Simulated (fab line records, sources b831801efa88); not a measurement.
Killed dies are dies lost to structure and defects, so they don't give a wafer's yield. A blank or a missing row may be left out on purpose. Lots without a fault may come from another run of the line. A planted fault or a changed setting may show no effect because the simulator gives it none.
Which tool did it? | flow gf180mcu | 14 lots, 42 wafers sampled, at 1 step of a route of 602

WHAT THE GAUGES READ, wafer by wafer
GF_VT_IMPLANT_TW_MEAS_43. Usual: VT_IMPLANT_4_TW 690, standard deviation 5.8.
lot  | measured     | on            | VT_IMPLANT_4_TW | flag
L325 | day 7 10:01  | film_metro-04 | 690 688 689     |
L326 | day 7 17:03  | film_metro-04 | 687 687 684     |
L329 | day 8 15:08  | film_metro-01 | 683 685 687     |
L332 | day 9 11:28  | film_metro-01 | 686 686 687     |
L333 | day 10 01:10 | film_metro-01 | 685 683 684     |
L334 | day 10 14:30 | film_metro-01 | 683 687 682     |
L335 | day 10 15:47 | film_metro-03 | 692 694 690     |
L336 | day 11 02:05 | film_metro-04 | 696 694 693     |
L337 | day 11 03:22 | film_metro-01 | 686 686 683     |
L338 | day 11 13:40 | film_metro-01 | 686 685 684     |
L343 | day 12 14:31 | film_metro-04 | 694 693 694     |
L344 | day 13 07:34 | film_metro-04 | 689 693 689     |
L345 | day 13 08:13 | film_metro-03 | 695 696 697     |
L348 | day 14 00:37 | film_metro-04 | 692 697 692     |

WHICH TOOL RAN EACH LOT (tool, then ch and the chambers of the sampled wafers, then the start)
The record holds no process step before these readings.

WHAT THE TOOLS THEMSELVES READ (means of the sampled wafers that have a number; where no wafer has one, the mark that the record gives instead)
The record holds no such reading with a usual standard deviation.

THE ANSWER, worked out from the rows above alone
Rule: a lot is off if the mean of its wafers that have a number lies more than 3 standard deviations from the usual mean. A lot without any number at a reading at which 4 lots or more have one is off too. The other lots that the step has rows for count as sound. The gauges are gone through in route order, then the tools' own readings, and for those a lot's mean is taken as printed above. The first step at which some lot is off is used, and at that step the reading that is off furthest; a lot without a number counts as furthest.
No lot is off at any reading shown: from this, nothing can be told.

WHAT THE SIMULATOR HAD PUT IN
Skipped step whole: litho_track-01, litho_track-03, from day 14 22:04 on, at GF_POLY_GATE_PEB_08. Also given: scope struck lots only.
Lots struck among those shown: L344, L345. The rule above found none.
